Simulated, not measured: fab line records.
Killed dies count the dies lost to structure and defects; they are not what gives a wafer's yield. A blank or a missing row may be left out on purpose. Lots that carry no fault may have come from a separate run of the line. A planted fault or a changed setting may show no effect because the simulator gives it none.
fab line records -- flow gf180mcu
[record] lots = 15, wafers = 45, lastDay = 34
route steps=602 shown V2@384
lots that met no fault: taken from a fault-free run of the same line
startH: start of the lot's first displayed wafer, in hours after the record's first day -- waitH: time in hours since the lot's previous step -- " unchanged from the row above -- L1.1+2: several wafers, shown together as one row -- - no value, or no start given -- * or withheld: withheld -- < > ~ a bound
route shown NAME@n: a module of which the file shows steps, and the number in the route of the first -- usual: the fault-free wafers' mean and standard deviation -- same: alike in all rows -- chamber/n: place in a boat -- sites: the reading at each site -- _std_site: standard deviation across them -- _edge_site: inner sites' mean taken away from outer sites' mean -- radiusMm: how far each site lies from the wafer's centre -- mask NAME#n: copy n -- behind: the tool/chamber that last shaped the wafer -- hold: reason for holding the lot/hours on hold/outcome of the hold -- device: names the non-switching transistor (n, p or np) -- end of line: tests of these same wafers at the route's end -- where a step has no rows: the recipe by itself -- killed: at the first sort, the dies lost to defects and structure; wafer yield is something else -- map: a wafer's dies, x killed, . not, _ none there
set.NAME: the run value of the setting; set.NAME@STEP: its run value at that earlier step -- model.NAME: the simulator's own value behind a step, which no gauge read
a sample of lots followed through the steps of the route, with each step as a table and each wafer as a row
services: when a tool's chamber went out of use (startH, in hours from the record's first day, below 0 if earlier), for how many hours, and the reason
[[steps]]
[step GF_V2_CVD_02]
[recipe] material = SiO2, targetThkNm = 850, precursor = TEOS, tempC = 400, timeS = 94.851, rfW = 600
[usual] heaterPowerW = 679/73, susceptorTempC = 399.99/0.2
lot.wafer,tool,chamber,startH,waitH,heaterPowerW,susceptorTempC
L230.2,pecvd-03,1,433.55,0.0,691,400.23
L230.3,pecvd-03,0,433.55,0.0,670,399.94
L230.6,pecvd-03,0,433.55,0.0,546,399.42
L231.1,pecvd-03,0,455.22,0.1,700,400.11
L231.2,pecvd-03,2,455.22,0.1,719,399.91
L231.4,pecvd-03,0,455.22,0.1,538,399.85
L233.3,pecvd-02,1,461.76,0.0,724,400.09
L233.4,pecvd-02,0,461.76,0.0,605,400.02
L233.5,pecvd-02,1,461.76,0.0,779,400.12
L234.1,pecvd-01,2,481.84,0.1,811,399.96
L234.4,pecvd-01,2,481.84,0.1,857,399.88
L234.5,pecvd-01,0,481.84,0.1,609,399.90
L236.1,pecvd-01,2,494.26,0.1,834,399.97
L236.2,pecvd-01,1,494.26,0.1,604,400.04
L236.3,pecvd-01,0,494.26,0.1,572,399.67
L235.3,pecvd-03,0,497.26,0.0,654,399.94
L235.4,pecvd-03,1,497.26,0.0,659,400.01
L235.6,pecvd-03,2,497.26,0.0,717,400.13
L237.1,pecvd-03,0,505.08,0.1,654,400.12
L237.2,pecvd-03,1,505.08,0.1,683,400.05
L237.6,pecvd-03,2,505.08,0.1,721,400.32
L243.1,pecvd-02,2,555.06,0.1,757,399.90
L243.2,pecvd-02,0,555.06,0.1,623,400.18
L243.5,pecvd-02,1,555.06,0.1,753,400.16
L244.1,pecvd-03,0,562.16,0.1,625,400.10
L244.2,pecvd-03,2,562.16,0.1,635,399.78
L244.3,pecvd-03,1,562.16,0.1,673,399.79
L245.3,pecvd-02,0,566.72,0.0,632,400.09
L245.4,pecvd-02,0,566.72,0.0,682,399.68
L245.5,pecvd-02,2,566.72,0.0,773,400.26
L248.3,pecvd-03,0,594.31,0.0,651,400.04
L248.4,pecvd-03,0,594.31,0.0,680,400.20
L248.5,pecvd-03,2,594.31,0.0,593,400.02
L249.3,pecvd-02,0,598.85,0.0,745,399.91
L249.4,pecvd-02,0,598.85,0.0,611,399.88
L249.5,pecvd-02,1,598.85,0.0,695,400.40
L251.2,pecvd-03,0,612.30,0.0,654,400.46
L251.3,pecvd-03,2,612.30,0.0,751,400.01
L251.5,pecvd-03,1,612.30,0.0,646,400.19
L252.3,pecvd-01,1,618.47,0.0,753,399.86
L252.4,pecvd-01,2,618.47,0.0,881,399.62
L252.5,pecvd-01,0,618.47,0.0,611,400.00
L253.2,pecvd-03,0,626.29,0.0,693,399.85
L253.3,pecvd-03,1,626.29,0.0,626,399.97
L253.5,pecvd-03,2,626.29,0.0,704,399.94
[step GF_V2_EXPOSE_11]
[recipe] maskId = Via2, targetCdNm = 260, na = 0.68, sourceShape = conventional, sigmaOuter = 0.6, doseMj = 38
[usual] exposureDoseMJCm2 = 37.93/0.037, focusOffsetNm = 0.0/0.52
lot.wafer,tool,chamber,startH,waitH,mask,exposureDoseMJCm2,focusOffsetNm
L230.2,krfScanner-01,0,446.07,-,Via2#0,37.93,-0.5
L230.3,krfScanner-01,0,446.07,-,Via2#0,37.93,0.1
L230.6,krfScanner-01,0,446.07,-,Via2#0,37.89,-0.5
L231.1,krfScanner-01,0,467.84,-,Via2#0,37.92,-0.3
L231.2,krfScanner-01,0,467.84,-,Via2#0,37.95,-0.6
L231.4,krfScanner-01,0,467.84,-,Via2#0,37.92,0.4
L233.3,krfScanner-01,0,474.50,-,Via2#0,37.98,-0.1
L233.4,krfScanner-01,0,474.50,-,Via2#0,37.95,-0.5
L233.5,krfScanner-01,0,474.50,-,Via2#0,37.98,0.4
L234.1,krfScanner-02,0,494.86,-,Via2#0,37.97,0.6
L234.4,krfScanner-02,0,494.86,-,Via2#0,37.98,0.6
L234.5,krfScanner-02,0,494.86,-,Via2#0,37.91,0.2
L236.1,krfScanner-02,0,506.50,-,Via2#0,37.93,0.1
L236.2,krfScanner-02,0,506.50,-,Via2#0,37.89,1.0
L236.3,krfScanner-02,0,506.50,-,Via2#0,37.93,-0.1
L235.3,krfScanner-01,0,509.82,-,Via2#0,37.93,0.2
L235.4,krfScanner-01,0,509.82,-,Via2#0,37.93,0.0
L235.6,krfScanner-01,0,509.82,-,Via2#0,37.95,0.4
L237.1,krfScanner-02,0,517.31,-,Via2#0,37.93,0.2
L237.2,krfScanner-02,0,517.31,-,Via2#0,37.93,-0.2
L237.6,krfScanner-02,0,517.31,-,Via2#0,37.90,-0.6
L243.1,krfScanner-02,-,566.60,-,Via2#0,-,-
L243.2,krfScanner-02,-,566.60,-,Via2#0,-,-
L243.5,krfScanner-02,-,566.60,-,Via2#0,-,-
L244.1,krfScanner-01,-,574.11,-,Via2#0,-,-
L244.2,krfScanner-01,-,574.11,-,Via2#0,-,-
L244.3,krfScanner-01,-,574.11,-,Via2#0,-,-
L245.3,krfScanner-02,-,578.39,-,Via2#0,-,-
L245.4,krfScanner-02,-,578.39,-,Via2#0,-,-
L245.5,krfScanner-02,-,578.39,-,Via2#0,-,-
L248.3,krfScanner-02,0,605.47,-,Via2#0,37.94,0.1
L248.4,krfScanner-02,0,605.47,-,Via2#0,37.96,-0.2
L248.5,krfScanner-02,0,605.47,-,Via2#0,37.94,0.5
L249.3,krfScanner-02,0,610.19,-,Via2#0,37.93,0.5
L249.4,krfScanner-02,0,610.19,-,Via2#0,37.90,0.0
L249.5,krfScanner-02,0,610.19,-,Via2#0,37.90,0.4
L251.2,krfScanner-01,0,623.47,-,Via2#0,37.95,0.1
L251.3,krfScanner-01,0,623.47,-,Via2#0,37.93,0.9
L251.5,krfScanner-01,0,623.47,-,Via2#0,37.92,1.1
L252.3,krfScanner-02,0,629.27,-,Via2#0,38.03,0.4
L252.4,krfScanner-02,0,629.27,-,Via2#0,37.99,0.0
L252.5,krfScanner-02,0,629.27,-,Via2#0,37.99,0.3
L253.2,krfScanner-01,0,636.98,-,Via2#0,37.92,-0.3
L253.3,krfScanner-01,0,636.98,-,Via2#0,37.94,-0.2
L253.5,krfScanner-01,0,636.98,-,Via2#0,37.94,0.2
[step GF_V2_SPUTTER_21]
[recipe] material = Ti, targetThkNm = 15, chamberPressurePa = 5, powerW = 2500, substrateTempC = 200, timeS = 80.02
[usual] throttleValvePct = 29.8/0.82
lot.wafer,tool,chamber,startH,waitH,throttleValvePct
L230.2,pvdSputter-04,-,458.88,0.0,30.0
L230.3,pvdSputter-04,-,458.88,0.0,29.9
L230.6,pvdSputter-04,-,458.88,0.0,29.5
L231.1,pvdSputter-04,-,480.89,0.0,30.9
L231.2,pvdSputter-04,-,480.89,0.0,29.8
L231.4,pvdSputter-04,-,480.89,0.0,29.7
L233.3,pvdSputter-04,-,487.36,0.0,29.8
L233.4,pvdSputter-04,-,487.36,0.0,30.9
L233.5,pvdSputter-04,-,487.36,0.0,29.9
L234.1,pvdSputter-04,-,507.54,0.0,30.8
L234.4,pvdSputter-04,-,507.54,0.0,29.6
L234.5,pvdSputter-04,-,507.54,0.0,29.9
L236.1,pvdSputter-04,-,518.86,0.0,29.5
L236.2,pvdSputter-04,-,518.86,0.0,30.9
L236.3,pvdSputter-04,-,518.86,0.0,29.7
L235.3,pvdSputter-01,-,522.07,0.0,28.8
L235.4,pvdSputter-01,-,522.07,0.0,28.8
L235.6,pvdSputter-01,-,522.07,0.0,30.0
L237.1,pvdSputter-01,-,530.07,0.0,29.8
L237.2,pvdSputter-01,-,530.07,0.0,28.9
L237.6,pvdSputter-01,-,530.07,0.0,28.9
L243.1,pvdSputter-02,-,577.97,0.0,28.5
L243.2,pvdSputter-02,-,577.97,0.0,30.7
L243.5,pvdSputter-02,-,577.97,0.0,31.2
L244.1,pvdSputter-01,-,585.47,0.0,29.7
L244.2,pvdSputter-01,-,585.47,0.0,28.6
L244.3,pvdSputter-01,-,585.47,0.0,28.9
L245.3,pvdSputter-01,-,589.82,0.0,28.8
L245.4,pvdSputter-01,-,589.82,0.0,29.5
L245.5,pvdSputter-01,-,589.82,0.0,28.8
L248.3,pvdSputter-02,-,616.73,0.0,30.4
L248.4,pvdSputter-02,-,616.73,0.0,28.2
L248.5,pvdSputter-02,-,616.73,0.0,31.3
L249.3,pvdSputter-01,-,621.45,0.0,29.7
L249.4,pvdSputter-01,-,621.45,0.0,28.6
L249.5,pvdSputter-01,-,621.45,0.0,29.4
L251.2,pvdSputter-02,-,634.51,0.0,31.1
L251.3,pvdSputter-02,-,634.51,0.0,31.0
L251.5,pvdSputter-02,-,634.51,0.0,31.1
L252.3,pvdSputter-04,-,641.21,0.0,29.7
L252.4,pvdSputter-04,-,641.21,0.0,30.7
L252.5,pvdSputter-04,-,641.21,0.0,29.8
L253.2,pvdSputter-04,-,647.66,0.0,29.6
L253.3,pvdSputter-04,-,647.66,0.0,29.7
L253.5,pvdSputter-04,-,647.66,0.0,30.1
[step GF_V2_CVD_23]
[recipe] material = W, targetThkNm = 350, timeS = 104.94, tempC = 400, pressureTorr = 40
[usual] heaterPowerW = 805/37, susceptorTempC = 399.98/0.24
lot.wafer,tool,chamber,startH,waitH,heaterPowerW,susceptorTempC
L230.2,cvdW-02,1,458.98,0.0,856,399.98
L230.3,cvdW-02,1,458.98,0.0,837,400.11
L230.6,cvdW-02,1,458.98,0.0,860,400.00
L231.1,cvdW-02,1,480.99,0.0,867,399.74
L231.2,cvdW-02,0,480.99,0.0,809,400.08
L231.4,cvdW-02,1,480.99,0.0,843,399.91
L233.3,cvdW-02,1,487.50,0.1,814,400.00
L233.4,cvdW-02,0,487.50,0.1,816,399.69
L233.5,cvdW-02,1,487.50,0.1,860,400.26
L234.1,cvdW-01,0,507.64,0.0,747,399.69
L234.4,cvdW-01,0,507.64,0.0,760,399.78
L234.5,cvdW-01,1,507.64,0.0,832,399.61
L236.1,cvdW-01,0,518.96,0.0,754,400.45
L236.2,cvdW-01,1,518.96,0.0,840,399.85
L236.3,cvdW-01,0,518.96,0.0,758,400.58
L235.3,cvdW-01,0,522.21,0.1,739,399.95
L235.4,cvdW-01,1,522.21,0.1,816,399.47
L235.6,cvdW-01,0,522.21,0.1,755,400.24
L237.1,cvdW-02,1,530.17,0.0,863,399.97
L237.2,cvdW-02,0,530.17,0.0,802,400.35
L237.6,cvdW-02,0,530.17,0.0,793,399.92
L243.1,cvdW-02,1,578.07,0.0,843,400.42
L243.2,cvdW-02,0,578.07,0.0,794,399.71
L243.5,cvdW-02,0,578.07,0.0,788,399.87
L244.1,cvdW-02,0,585.57,0.0,812,400.00
L244.2,cvdW-02,1,585.57,0.0,854,400.12
L244.3,cvdW-02,1,585.57,0.0,832,399.96
L245.3,cvdW-01,0,589.96,0.1,754,400.25
L245.4,cvdW-01,1,589.96,0.1,824,400.10
L245.5,cvdW-01,1,589.96,0.1,812,400.07
L248.3,cvdW-01,1,616.87,0.1,793,399.76
L248.4,cvdW-01,0,616.87,0.1,772,399.50
L248.5,cvdW-01,0,616.87,0.1,761,399.83
L249.3,cvdW-02,0,621.59,0.1,797,399.75
L249.4,cvdW-02,1,621.59,0.1,829,399.74
L249.5,cvdW-02,0,621.59,0.1,809,399.82
L251.2,cvdW-01,1,634.61,0.0,813,399.82
L251.3,cvdW-01,0,634.61,0.0,762,400.10
L251.5,cvdW-01,1,634.61,0.0,811,400.15
L252.3,cvdW-01,1,641.35,0.1,839,399.68
L252.4,cvdW-01,0,641.35,0.1,758,399.62
L252.5,cvdW-01,1,641.35,0.1,823,399.70
L253.2,cvdW-02,1,647.76,0.0,864,400.26
L253.3,cvdW-02,0,647.76,0.0,806,400.21
L253.5,cvdW-02,0,647.76,0.0,808,400.38
[[services]]
tool,chamber,startH,hours,kind
pvdSputter-04,-,412.21,11.4,repair
krfScanner-02,-,417.99,1.2,repair
krfScanner-01,-,429.95,1.3,pm
krfScanner-01,-,449.56,0.8,pm
cvdW-02,-,455.91,0.6,repair
krfScanner-01,-,456.39,0.8,pm
cvdW-02,-,466.11,0.6,repair
krfScanner-02,-,470.77,1.3,pm
krfScanner-02,-,512.41,0.2,repair
pecvd-03,0,527.50,7.4,repair
krfScanner-02,-,531.69,0.8,pm
pvdSputter-04,-,538.64,5.5,repair
cvdW-01,-,539.68,2.9,repair
krfScanner-02,-,564.25,1.0,pm
krfScanner-01,-,566.00,1.2,repair
krfScanner-01,-,574.23,1.0,pm
krfScanner-01,-,587.62,4.4,pm
krfScanner-02,-,604.27,0.2,repair
krfScanner-01,-,605.78,1.3,pm
cvdW-01,0,613.27,2.7,repair
cvdW-02,1,615.73,5.4,repair
krfScanner-01,-,618.36,0.8,pm
pecvd-03,-,627.06,1.0,repair
krfScanner-02,-,644.83,4.0,pm
[[key]]
[firstSign] step = GF_V2_EXPOSE_11, reading = toolRecord, direction = missing
effect none on later readings
metAt GF_V2_EXPOSE_11
struckLots L243,L244,L245
laterRowsLeftOut L243.1,L243.2,L243.5,L244.1,L244.2,L244.3,L245.3,L245.4,L245.5
sortLeftOut L243.1,L243.2,L243.5,L244.1,L244.2,L244.3,L245.3,L245.4,L245.5
notActingAt GF_V2_CVD_02,GF_V2_SPUTTER_21,GF_V2_CVD_23
onsetBetween 517.31 566.60
[fault] kind = skippedStepWhole, tool = krfScanner-01,krfScanner-02, chamber = -, onsetH = 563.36, steps = GF_V2_EXPOSE_11, scope = struckLotsOnly
// sortLeftOut: the simulated sort isn't trusted on such a fault, so these wafers' sort isn't shown, and their yield isn't known
// laterRowsLeftOut: the simulator's readings of these wafers behind a module that went badly wrong aren't trusted and aren't shown, but for the sort
